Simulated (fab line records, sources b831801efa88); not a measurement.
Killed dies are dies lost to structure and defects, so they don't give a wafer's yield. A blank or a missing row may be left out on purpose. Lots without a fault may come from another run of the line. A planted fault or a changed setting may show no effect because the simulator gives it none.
Problem report in the 8D (eight disciplines) form, filled by code | flow sfq_line | the parts of the form that need people (team, actions taken, sign-off) are left out

1. THE PROBLEM
oes_product_au at SFQ_TRILAYER_M6_BARC_OPEN_METAL_ETCH_206 reads a mean of 0.762 a.u. on 3 wafers of 2 lots; wafers without a fault read 0.685 a.u. with a standard deviation of 0.0046. That is +17 standard deviations from the usual mean.
The step: etches BARC in O2, target depth 125 nm, time 41.7 s.
First seen on wafer L105.4, day 71 16:11, on rie_metal-01. The record holds 42 wafers of 14 lots with a number at this step. Rule for "out", or "out of limits": more than 4 standard deviations from the usual mean. The other wafers with a number count as sound.

2. WHAT IT IS AND WHAT IT IS NOT
question                    | is                           | is not
which readings at this step | oes_product_au, run_length_s | drypump_motor_current_A
which lots                  | L105, L106                   | L110, L111, L114, L115, L116, L117, L118, L119, L996, L997, L998, L999
which wafers of those lots  | L105.4, L106.1, L106.4       | L105.2, L105.6, L106.5
read on which tools         | rie_metal-01                 | rie_metal-03, rie_metal-04
when                        | from day 71 16:11            | up to then (14 sound wafers); but 25 sound wafers of L106, L110, L111, L114, L115, L116, L117, L118, L119 came after

3. SUSPECTS, AND WHAT RULES EACH OUT
Counting: a tool at a process step up to the reading stays a suspect if it ran every lot that is out. Sound lots after the first of them don't rule it out here, since some wafers of a struck lot are sound.
- rie_metal-01 at SFQ_TRILAYER_M5_STRIP_STRIP_127 (strips in O2): kept. It ran every lot that is out, first L105 (day 57 17:40); its last sound lot up to then is L998 (day 56 22:14).
- rie_metal-01 at SFQ_TRILAYER_M6_BARC_OPEN_METAL_ETCH_206 (etches BARC in O2, target depth 125 nm, time 41.7 s): kept. It ran every lot that is out, first L105 (day 71 16:11); its last sound lot up to then is L998 (day 70 20:47). Its own readings are out on those wafers: oes_product_au, run_length_s.
Left after counting: rie_metal-01 at SFQ_TRILAYER_M5_STRIP_STRIP_127, rie_metal-01 at SFQ_TRILAYER_M6_BARC_OPEN_METAL_ETCH_206.

4. THE CAUSE (what the simulator had put in)
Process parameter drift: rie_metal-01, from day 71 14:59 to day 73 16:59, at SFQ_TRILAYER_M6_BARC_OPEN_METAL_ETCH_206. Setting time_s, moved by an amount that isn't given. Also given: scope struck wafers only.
Counting left 2 suspects, and this tool is among them.

5. THE CHAIN OF EFFECTS, in route order
Each row: a reading whose mean over the struck wafers that have a number lies more than 3 standard deviations from the usual. Only readings for which the record gives a usual standard deviation are gone through. hours: the time from each lot's start at the first step in this table that gives one to its start at this step, as a median over the lots. sigmas: the change in usual standard deviations.
hours | step                                     | reading        | usual      | on struck wafers | change | sigmas
0     | SFQ_TRILAYER_M6_BARC_OPEN_METAL_ETCH_206 | oes_product_au | 0.685 a.u. | 0.762            | +0.077 | +17
0     | SFQ_TRILAYER_M6_BARC_OPEN_METAL_ETCH_206 | run_length_s   | 70.3 s     | 64.7             | -5.6   | -8.2
The process steps in it:
- SFQ_TRILAYER_M6_BARC_OPEN_METAL_ETCH_206: etches BARC in O2, target depth 125 nm, time 41.7 s.
Later measuring or inspecting steps at which every struck wafer that the step has a row for has a number for every such reading, and none has moved that far: SFQ_M7_OVL_MEAS_945.

6. WHAT WOULD HAVE CAUGHT IT SOONER
In this record the first reading out of limits was taken at day 71 16:11, 1 hour after the fault began at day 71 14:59.
